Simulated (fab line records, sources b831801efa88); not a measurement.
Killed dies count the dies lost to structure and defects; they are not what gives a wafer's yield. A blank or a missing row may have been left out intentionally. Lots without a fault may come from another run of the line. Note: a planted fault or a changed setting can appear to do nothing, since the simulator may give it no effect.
fab line records	flow gf180mcu
record lots=7	wafers=21	last_day=34
route steps=602 shown V5@554
lots with no fault: from the same line, run without faults
start_h: hours from the record's first day to the start of the lot's first wafer shown	wait_h: hours from the lot's prior step to this one	" as in the row above	L1.1+2: one row covering several wafers at once	- either no value or no given start	* or withheld: withheld	< > ~ a bound
route shown NAME@n: names a module that has steps shown in the file, with the first one's number in the route	usual: mean and standard deviation over wafers with no fault	same: alike in all rows	chamber/n: place in a boat	sites: the reading at each site	_std_site: their standard deviation	_edge_site: inner sites' mean taken away from outer sites' mean	radius_mm: for every site, how far away it sits from the centre of the wafer	mask NAME#n: copy n	behind: the most recent tool/chamber to have shaped the wafer	hold: reason for holding the lot/hours on hold/outcome of the hold	device: which transistor (n, p or np) failed to switch	end of line: the same wafers' tests at the end of the route	a step without rows: its recipe alone	killed: not the wafer's yield, but the dies lost to structure and defects at the first sort	map: shows each die of a wafer: x if killed, . if not, _ if none is there
set.NAME: setting as actually run; set.NAME@STEP: the setting as run at that earlier step	model.NAME: the simulator's own value behind a step, which no gauge read
lots at some steps of the route; a table a step, a row a wafer
services: from which hour (start_h, from the record's first day; less than 0 if before it) a tool's chamber was out of use, for how many hours, and why
## steps
# step GF_V5_CD_MEAS_14
# recipe target_cd_nm=260
# usual cd_nm=260.4/1.3
lot.wafer	tool	chamber	start_h	wait_h	cd_nm
L686.1	cd_sem-01	-	720.60	0.1	263.5
L686.2	"	-	"	"	263.1
L686.6	"	-	"	"	263.0
L687.2	cd_sem-01	-	727.27	0.1	259.5
L687.4	"	-	"	"	259.0
L687.6	"	-	"	"	259.6
L688.1	cd_sem-02	-	733.01	0.1	261.2
L688.2	"	-	"	"	260.2
L688.5	"	-	"	"	262.3
L689.2	cd_sem-01	-	742.37	0.1	262.7
L689.3	"	-	"	"	261.8
L689.6	"	-	"	"	260.7
L695.2	cd_sem-02	-	773.52	0.1	258.5
L695.4	"	-	"	"	260.7
L695.5	"	-	"	"	259.7
L696.2	cd_sem-01	-	778.77	0.1	261.0
L696.3	"	-	"	"	261.4
L696.4	"	-	"	"	261.7
L697.1	cd_sem-02	-	784.52	0.1	261.1
L697.2	"	-	"	"	259.5
L697.6	"	-	"	"	260.6
# step GF_V5_OVL_MEAS_15
# usual V5_OVL=-4/5.4
lot.wafer	tool	chamber	start_h	wait_h	V5_OVL[nm]
L686.1	overlay-02	-	720.72	0.1	-8
L686.2	"	-	"	"	-8
L686.6	"	-	"	"	-2
L687.2	overlay-02	-	727.37	0.1	3
L687.4	"	-	"	"	-3
L687.6	"	-	"	"	2
L688.1	overlay-01	-	733.13	0.1	-7
L688.2	"	-	"	"	-10
L688.5	"	-	"	"	-7
L689.2	overlay-01	-	742.47	0.1	-7
L689.3	"	-	"	"	-6
L689.6	"	-	"	"	-13
L695.2	overlay-02	-	773.62	0.1	-4
L695.4	"	-	"	"	-6
L695.5	"	-	"	"	-9
L696.2	overlay-01	-	778.87	0.1	-8
L696.3	"	-	"	"	-4
L696.4	"	-	"	"	-10
L697.1	overlay-01	-	784.64	0.1	-9
L697.2	"	-	"	"	1
L697.6	"	-	"	"	-2
# step GF_V5_ETCH_16
# recipe chemistry=N2/H2	target_depth_a=withheld	overetch_a=withheld	time_s=withheld	target=BARC	ion_energy_ev=200	source_w=500	bias_w=100	pressure_mtorr=30	n2_flow_sccm=100	h2_flow_sccm=200
# step GF_V5_ETCH_17
# recipe chemistry=C4F8/O2/Ar	mask_material=KrF	target=SiO2	stop_on=TiN	source_w=1500	bias_w=1200	pressure_mtorr=40	c4f8_flow_sccm=withheld	O2_flow_sccm=6	Ar_flow_sccm=300	time_s=withheld	target_depth_a=8550
# usual oes_product_au=0.859/0.0048
lot.wafer	tool	chamber	start_h	wait_h	oes_product_au
L686.1	rie_diel-01	1	-	-	0.862
L686.2	"	0	"	"	0.866
L686.6	"	3	"	"	0.859
L687.2	rie_diel-02	1	-	-	0.861
L687.4	"	2	"	"	0.863
L687.6	"	2	"	"	0.864
L688.1	rie_diel-01	3	-	-	0.851
L688.2	"	1	"	"	0.856
L688.5	"	0	"	"	0.857
L689.2	rie_diel-01	0	-	-	0.862
L689.3	"	2	"	"	0.863
L689.6	"	1	"	"	0.849
L695.2	rie_diel-01	2	-	-	0.853
L695.4	"	3	"	"	0.860
L695.5	"	0	"	"	0.861
L696.2	rie_diel-03	1	-	-	0.856
L696.3	"	2	"	"	0.855
L696.4	"	3	"	"	0.851
L697.1	rie_diel-02	2	-	-	0.854
L697.2	"	1	"	"	0.855
L697.6	"	1	"	"	0.863
# step GF_V5_STRIP_18
# recipe chemistry=O2/N2	power_w=1400	pressure_mtorr=1500	platen_temp_c=250	o2_flow_sccm=3000	n2_flow_sccm=300	overash_fraction=0.5
# usual drypump_motor_current_A=5.8/0.31	heater_power_w=341/43	n2_flow_sccm=299.9/0.88	oes_product_au=0.568/0.005
lot.wafer	tool	chamber	start_h	wait_h	drypump_motor_current_A	heater_power_w	n2_flow_sccm	oes_product_au	rf_hours_counter_h
L686.1	plasma_asher-04	1	720.91	-	5.5	293	300.0	0.564	30
L686.2	"	0	"	"	5.8	366	300.1	0.568	30
L686.6	"	0	"	"	5.8	359	299.4	0.567	-
L687.2	plasma_asher-01	1	727.56	-	5.9	351	299.8	0.575	109
L687.4	"	1	"	"	5.9	350	300.0	0.578	-
L687.6	"	1	"	"	5.9	356	299.9	0.574	-
L688.1	plasma_asher-01	1	733.31	-	5.9	355	298.6	0.567	109
L688.2	"	0	"	"	6.3	409	300.2	0.561	109
L688.5	"	1	"	"	5.9	351	298.8	0.568	-
L689.2	plasma_asher-04	0	742.66	-	5.8	362	300.0	0.572	33
L689.3	"	1	"	"	5.5	294	299.0	0.566	-
L689.6	"	1	"	"	5.5	298	300.2	0.566	-
L695.2	plasma_asher-02	0	773.81	-	5.5	335	302.0	0.568	104
L695.4	"	1	"	"	5.6	291	300.7	0.567	-
L695.5	"	1	"	"	5.6	290	299.4	0.568	-
L696.2	plasma_asher-02	1	779.06	-	5.6	291	300.6	0.564	105
L696.3	"	0	"	"	5.5	335	299.7	0.568	-
L696.4	"	1	"	"	5.6	291	300.9	0.572	-
L697.1	plasma_asher-02	0	784.83	-	5.5	340	299.1	0.567	106
L697.2	"	1	"	"	5.6	289	301.3	0.560	106
L697.6	"	0	"	"	5.5	338	300.6	0.560	-
# step GF_V5_STRIP_19
# recipe chemistry=post_etch_residue_remover	time_s=1200	temp_c=72.5
# step GF_V5_CLEAN_20
# recipe chemistry=DIW	dry=n2_spin
# step GF_V5_SPUTTER_21
# recipe material=Ti	target_thk_nm=15	chamber_pressure_pa=5	power_w=2500	substrate_temp_c=200	time_s=80.02
# usual substrate_temp_c=200.00/0.17	throttle_valve_pct=29.9/1.1
lot.wafer	tool	chamber	start_h	wait_h	substrate_temp_c	throttle_valve_pct
L686.1	pvd_sputter-03	-	721.45	0.0	200.15	31.2
L686.2	"	-	"	"	200.06	28.2
L686.6	"	-	"	"	200.16	30.9
L687.2	pvd_sputter-03	-	728.15	0.0	200.18	30.8
L687.4	"	-	"	"	199.95	31.2
L687.6	"	-	"	"	200.18	30.8
L688.1	pvd_sputter-03	-	733.87	0.0	200.18	31.2
L688.2	"	-	"	"	199.82	29.6
L688.5	"	-	"	"	200.08	29.7
L689.2	pvd_sputter-03	-	743.20	0.0	199.98	29.7
L689.3	"	-	"	"	200.08	31.2
L689.6	"	-	"	"	200.15	28.3
L695.2	pvd_sputter-02	-	774.34	0.0	199.86	28.3
L695.4	"	-	"	"	199.97	31.0
L695.5	"	-	"	"	200.03	29.6
L696.2	pvd_sputter-03	-	779.59	0.0	200.08	31.4
L696.3	"	-	"	"	200.08	30.8
L696.4	"	-	"	"	200.03	28.5
L697.1	pvd_sputter-03	-	785.37	0.0	200.06	30.6
L697.2	"	-	"	"	199.98	31.5
L697.6	"	-	"	"	200.19	28.3
# step GF_V5_SPUTTER_22
# recipe material=TiN	target_thk_nm=10	chamber_pressure_pa=5	power_w=4000	time_s=40
# usual throttle_valve_pct=29.9/1.1
lot.wafer	tool	chamber	start_h	wait_h	throttle_valve_pct
L686.1	pvd_sputter-03	-	721.51	0.0	31.3
L686.2	"	-	"	"	28.4
L686.6	"	-	"	"	31.1
L687.2	pvd_sputter-03	-	728.22	0.0	30.9
L687.4	"	-	"	"	31.0
L687.6	"	-	"	"	31.0
L688.1	pvd_sputter-03	-	733.94	0.0	31.3
L688.2	"	-	"	"	29.6
L688.5	"	-	"	"	29.8
L689.2	pvd_sputter-03	-	743.26	0.0	29.6
L689.3	"	-	"	"	30.8
L689.6	"	-	"	"	28.3
L695.2	pvd_sputter-02	-	774.40	0.0	28.4
L695.4	"	-	"	"	30.8
L695.5	"	-	"	"	29.4
L696.2	pvd_sputter-03	-	779.65	0.0	31.4
L696.3	"	-	"	"	30.9
L696.4	"	-	"	"	28.5
L697.1	pvd_sputter-03	-	785.43	0.0	30.9
L697.2	"	-	"	"	31.3
L697.6	"	-	"	"	28.5
# step GF_V5_CVD_23
# recipe material=W	target_thk_nm=350	time_s=104.9	temp_c=400	pressure_torr=40
# usual heater_power_w=881/44
lot.wafer	tool	chamber	start_h	wait_h	heater_power_w
L686.1	cvd_w-02	0	721.55	0.0	858
L686.2	"	1	"	"	895
L686.6	"	0	"	"	911
L687.2	cvd_w-01	0	728.25	0.0	838
L687.4	"	1	"	"	943
L687.6	"	1	"	"	948
L688.1	cvd_w-01	0	733.97	0.0	835
L688.2	"	1	"	"	922
L688.5	"	1	"	"	916
L689.2	cvd_w-01	1	743.30	0.0	942
L689.3	"	0	"	"	827
L689.6	"	0	"	"	834
L695.2	cvd_w-02	0	774.44	0.0	893
L695.4	"	1	"	"	878
L695.5	"	0	"	"	871
L696.2	cvd_w-01	1	779.69	0.0	930
L696.3	"	0	"	"	830
L696.4	"	1	"	"	948
L697.1	cvd_w-01	0	785.47	0.0	839
L697.2	"	1	"	"	919
L697.6	"	1	"	"	936
# step GF_V5_RS_MEAS_24
# recipe thk_meas_gauge=four-point-probe	reads=W_of_V5_CVD_23+TiN_of_V5_SPUTTER_22+Ti_of_V5_SPUTTER_21
# usual V5_W_RS=0.328/0.0066
lot.wafer	tool	chamber	start_h	wait_h	V5_W_RS[ohm/sq]
L686.1	film_metro-04	-	721.66	0.1	0.317
L686.2	"	-	"	"	0.331
L686.6	"	-	"	"	0.318
L687.2	film_metro-02	-	728.39	0.1	0.327
L687.4	"	-	"	"	0.327
L687.6	"	-	"	"	0.323
L688.1	film_metro-01	-	734.09	0.1	0.327
L688.2	"	-	"	"	0.332
L688.5	"	-	"	"	0.330
L689.2	film_metro-02	-	743.43	0.1	0.331
L689.3	"	-	"	"	0.329
L689.6	"	-	"	"	0.332
L695.2	film_metro-02	-	774.57	0.1	0.316
L695.4	"	-	"	"	0.331
L695.5	"	-	"	"	0.325
L696.2	film_metro-04	-	779.82	0.1	0.331
L696.3	"	-	"	"	0.331
L696.4	"	-	"	"	0.327
L697.1	film_metro-04	-	785.58	0.1	0.327
L697.2	"	-	"	"	0.331
L697.6	"	-	"	"	0.336
# step GF_V5_THK_MEAS_25
# recipe thk_meas_gauge=xrf	reads=W_of_V5_CVD_23
# usual V5_W_THK=346/7.3
lot.wafer	tool	chamber	start_h	wait_h	V5_W_THK[nm]
L686.1	film_metro-04	-	721.78	0.1	359
L686.2	"	-	"	"	342
L686.6	"	-	"	"	356
L687.2	film_metro-02	-	728.50	0.1	344
L687.4	"	-	"	"	348
L687.6	"	-	"	"	351
L688.1	film_metro-01	-	734.21	0.1	344
L688.2	"	-	"	"	340
L688.5	"	-	"	"	342
L689.2	film_metro-02	-	743.54	0.1	344
L689.3	"	-	"	"	347
L689.6	"	-	"	"	342
L695.2	film_metro-02	-	774.68	0.1	364
L695.4	"	-	"	"	347
L695.5	"	-	"	"	353
L696.2	film_metro-04	-	779.93	0.1	342
L696.3	"	-	"	"	342
L696.4	"	-	"	"	350
L697.1	film_metro-04	-	785.70	0.1	346
L697.2	"	-	"	"	343
L697.6	"	-	"	"	339
# step GF_V5_CMP_26
# recipe stop_on=SiO2	down_force_psi=3.5	platen_rpm=60	t_overpolish_s=15	target_thk_nm=0	pad_velocity_m_s=0.94248
# usual edge_zone_pressure_frac=1.000/0.0048	head_pressure_psi=3.500/0.0078	motor_current_A=11.1/0.98	overpolish_run_s=14.999/0.009	slurry_flow_ml_min=150.0/0.39	time_to_endpoint_s=83/4.2
lot.wafer	tool	chamber	start_h	wait_h	edge_zone_pressure_frac	head_pressure_psi	motor_current_A	overpolish_run_s	slurry_flow_ml_min	time_to_endpoint_s	model.W_of_V5_CVD_23.thk_nm
L686.2	cmp-02	3	721.84	0.0	1.008	3.504	9.8	14.997	150.2	82	0
L686.1	"	0	"	"	1.001	3.492	10.3	15.001	149.9	84	0
L686.6	"	3	"	"	0.997	3.506	10.0	14.984	149.8	86	0
L687.2	cmp-02	0	728.55	0.0	-	-	-	-	-	-	349.8
L687.4	"	1	"	"	-	-	-	-	-	-	350.5
L687.6	"	1	"	"	-	-	-	-	-	-	354.3
L688.1	cmp-01	2	734.32	0.1	-	-	-	-	-	-	349.9
L688.2	"	0	"	"	-	-	-	-	-	-	345
L688.5	"	2	"	"	-	-	-	-	-	-	347.4
L689.3	cmp-02	3	743.69	0.1	-	-	-	-	-	-	348.2
L689.2	"	0	"	"	-	-	-	-	-	-	345.9
L689.6	"	2	"	"	-	-	-	-	-	-	344.9
L695.4	cmp-02	2	774.90	0.2	1.005	3.507	10.3	15.000	150.2	73	0
L695.2	"	3	"	"	1.002	3.503	9.8	15.000	150.0	80	0
L695.5	"	1	"	"	1.000	3.501	12.3	15.005	150.0	79	0
L696.4	cmp-01	2	779.98	0.0	1.001	3.500	12.8	15.005	149.6	85	0
L696.3	"	3	"	"	1.004	3.485	11.6	15.016	150.2	86	0
L696.2	"	1	"	"	1.008	3.498	10.6	15.003	150.4	84	0
L697.2	cmp-01	0	786.10	0.4	0.998	3.505	11.8	14.993	150.9	80	0
L697.1	"	1	"	"	0.998	3.509	10.3	15.005	150.0	87	0
L697.6	"	3	"	"	1.002	3.490	11.6	15.003	150.1	89	0
## services
tool	chamber	start_h	hours	kind
cmp-01	-	718.90	0.3	repair
pvd_sputter-02	-	728.55	1.8	repair
rie_diel-02	1	730.89	-	clean
rie_diel-02	1	730.89	18.1	scheduled_down
rie_diel-02	1	730.89	18.1	vent_cycle
plasma_asher-01	-	733.75	9.0	pm
plasma_asher-01	0	733.75	9.0	vent_cycle
plasma_asher-01	1	733.75	9.0	vent_cycle
cvd_w-01	-	742.78	0.5	repair
cmp-02	-	744.23	4.0	pm
cmp-02	-	748.23	-	consumable_replace:conditioner
cmp-02	-	748.23	-	consumable_replace:pad
plasma_asher-04	-	750.15	1.2	repair
rie_diel-03	0	751.66	1.3	repair
cmp-02	-	752.72	2.7	repair
rie_diel-02	2	753.94	7.0	repair
pvd_sputter-03	1	768.92	-	consumable_replace:kit
pvd_sputter-03	1	768.92	18.0	scheduled_down
pvd_sputter-03	1	768.92	18.0	vent_cycle
cmp-01	-	771.43	5.8	repair
cvd_w-02	-	773.64	0.6	repair
cmp-01	-	774.14	1.3	repair
plasma_asher-04	-	774.69	5.8	repair
cmp-02	-	777.29	7.9	pm
## key
first_sign step=GF_V5_CMP_26	reading=tool_record	direction=missing
effect none on later readings
model_effect step=GF_V5_CMP_26	value=W_of_V5_CVD_23.thk_nm	without=0	struck=348.4
met_at GF_V5_CMP_26
struck_wafers L687.2,L687.4,L687.6,L688.1,L688.2,L688.5,L689.2,L689.3,L689.6
later_rows_left_out L687.2,L687.4,L687.6,L688.1,L688.2,L688.5,L689.2,L689.3,L689.6
sort_left_out L687.2,L687.4,L687.6,L688.1,L688.2,L688.5,L689.2,L689.3,L689.6
onset_between 721.84 728.55
fault kind=skipped_step_whole	tool=cmp-01,cmp-02	chamber=-	onset_h=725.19	steps=GF_V5_CMP_26	scope=struck_lots_only
# sort_left_out: the simulated sort isn't trusted on such a fault, so these wafers' sort isn't shown, and their yield isn't known
# later_rows_left_out: the simulator's readings of these wafers behind a module that went badly wrong aren't trusted and aren't shown, but for the sort
